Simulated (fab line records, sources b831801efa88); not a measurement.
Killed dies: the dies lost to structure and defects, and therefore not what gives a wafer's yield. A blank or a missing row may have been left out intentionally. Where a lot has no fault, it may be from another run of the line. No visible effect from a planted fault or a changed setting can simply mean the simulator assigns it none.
Check of tool commonality :: flow gf180mcu :: 14 lots, 42 wafers sampled

## REASON FOR OPENING
Of 14 lots, 2 have the reading SAB_CVD_00_THK flagged at GF_SAB_THK_MEAS_01. No-fault wafers: 49.8 nm, standard deviation 0.75.
Rule: a lot is flagged when every wafer of it that has a number lies more than 4 standard deviations from that mean, or none has a number. The rest of the lots are taken to be sound.

lot: L490
measured: day 14 06:02
on: film metro-01
SAB_CVD_00_THK (nm), wafer by wafer: 48.9 49.6 49.2
flag: 

lot: L491
measured: day 14 13:51
on: film metro-01
SAB_CVD_00_THK (nm), wafer by wafer: 49.1 50.4 48.8
flag: 

lot: L492
measured: day 14 21:51
on: film metro-04
SAB_CVD_00_THK (nm), wafer by wafer: 49.7 50.1 49.4
flag: 

lot: L493
measured: day 15 08:58
on: film metro-02
SAB_CVD_00_THK (nm), wafer by wafer: 49.0 49.9 51.1
flag: 

lot: L494
measured: day 15 17:28
on: film metro-02
SAB_CVD_00_THK (nm), wafer by wafer: 49.9 48.7 50.9
flag: 

lot: L496
measured: day 16 06:39
on: film metro-02
SAB_CVD_00_THK (nm), wafer by wafer: 50.0 48.8 50.3
flag: 

lot: L497
measured: day 16 16:03
on: film metro-01
SAB_CVD_00_THK (nm), wafer by wafer: 64.9 66.1 65.3
flag: FLAGGED

lot: L499
measured: day 17 09:58
on: film metro-02
SAB_CVD_00_THK (nm), wafer by wafer: 64.1 65.0 66.3
flag: FLAGGED

lot: L506
measured: day 20 11:56
on: film metro-01
SAB_CVD_00_THK (nm), wafer by wafer: 49.9 49.6 50.7
flag: 

lot: L508
measured: day 21 01:30
on: film metro-02
SAB_CVD_00_THK (nm), wafer by wafer: 49.7 49.8 50.1
flag: 

lot: L510
measured: day 21 11:23
on: film metro-04
SAB_CVD_00_THK (nm), wafer by wafer: 50.3 49.3 51.6
flag: 

lot: L509
measured: day 21 14:31
on: film metro-02
SAB_CVD_00_THK (nm), wafer by wafer: 50.4 51.1 49.8
flag: 

lot: L511
measured: day 21 16:31
on: film metro-01
SAB_CVD_00_THK (nm), wafer by wafer: 50.5 50.3 49.6
flag: 

lot: L513
measured: day 22 12:40
on: film metro-02
SAB_CVD_00_THK (nm), wafer by wafer: 48.3 49.6 50.8
flag: 
The mean of the flagged lots' numbers is 65.3 nm, +15.5 nm from the usual (+21 standard deviations).

## WHICH TOOL EACH LOT WENT THROUGH
The record keeps 1 process step preceding the reading, out of 602 steps on the route. In each cell: the tool, then ch and the chambers that the sampled wafers went through, then the start.
lot: L490
flag: 
GF_SAB_CVD_00: pecvd-03 ch 1,2, day 14 05:59

lot: L491
flag: 
GF_SAB_CVD_00: pecvd-04 ch 1,2, day 14 13:50

lot: L492
flag: 
GF_SAB_CVD_00: pecvd-04 ch 0,1,2, day 14 21:50

lot: L493
flag: 
GF_SAB_CVD_00: pecvd-03 ch 0,1,2, day 15 08:56

lot: L494
flag: 
GF_SAB_CVD_00: pecvd-03 ch 0,1,2, day 15 17:27

lot: L496
flag: 
GF_SAB_CVD_00: pecvd-04 ch 0,1, day 16 06:37

lot: L497
flag: FLAGGED
GF_SAB_CVD_00: pecvd-04 ch 0,1, day 16 16:02

lot: L499
flag: FLAGGED
GF_SAB_CVD_00: pecvd-04 ch 0,1, day 17 09:55

lot: L506
flag: 
GF_SAB_CVD_00: pecvd-01 ch 0,1, day 20 11:55

lot: L508
flag: 
GF_SAB_CVD_00: pecvd-01 ch 0,1,2, day 21 01:29

lot: L510
flag: 
GF_SAB_CVD_00: pecvd-04 ch 0,1, day 21 11:22

lot: L509
flag: 
GF_SAB_CVD_00: pecvd-04 ch 0,1, day 21 14:29

lot: L511
flag: 
GF_SAB_CVD_00: pecvd-04 ch 0,1,2, day 21 16:29

lot: L513
flag: 
GF_SAB_CVD_00: pecvd-03 ch 0,1, day 22 12:38
What these steps do:
- GF_SAB_CVD_00: deposits SiO2 from TEOS, target thk 50 nm, time 4.9302 s.
- GF_SAB_THK_MEAS_01

## FLAGGED AGAINST TOTAL, ONE TOOL AT A TIME (gauges that did the reading follow at the end)
step: GF_SAB_CVD_00
tool: pecvd-01
lots run: 2
flagged: 0
share of the flagged lots: none
sound lots run after its first flagged lot: -

step: GF_SAB_CVD_00
tool: pecvd-03
lots run: 4
flagged: 0
share of the flagged lots: none
sound lots run after its first flagged lot: -

step: GF_SAB_CVD_00
tool: pecvd-04
lots run: 8
flagged: 2
share of the flagged lots: all
sound lots run after its first flagged lot: 3 (L510,L509,L511)

step: GF_SAB_THK_MEAS_01
tool: film metro-01
lots run: 5
flagged: 1
share of the flagged lots: some
sound lots run after its first flagged lot: 2 (L506,L511)

step: GF_SAB_THK_MEAS_01
tool: film metro-02
lots run: 7
flagged: 1
share of the flagged lots: some
sound lots run after its first flagged lot: 3 (L508,L509,L513)

step: GF_SAB_THK_MEAS_01
tool: film metro-04
lots run: 2
flagged: 0
share of the flagged lots: none
sound lots run after its first flagged lot: -

## WHAT IS ALLOWED BY THE TABLE
Rows of the table that ran each flagged lot: 1, that is pecvd-04 at GF_SAB_CVD_00.
- pecvd-04 at GF_SAB_CVD_00 ran 8 lots, 2 of them flagged. Sound lots ran on it after the first flagged one (L510, L509, L511), which a lasting fault on the whole tool wouldn't allow.
There is no row in the table that ran each flagged lot and no sound lot after the first.

## WHAT WAS PUT IN BY THE SIMULATOR
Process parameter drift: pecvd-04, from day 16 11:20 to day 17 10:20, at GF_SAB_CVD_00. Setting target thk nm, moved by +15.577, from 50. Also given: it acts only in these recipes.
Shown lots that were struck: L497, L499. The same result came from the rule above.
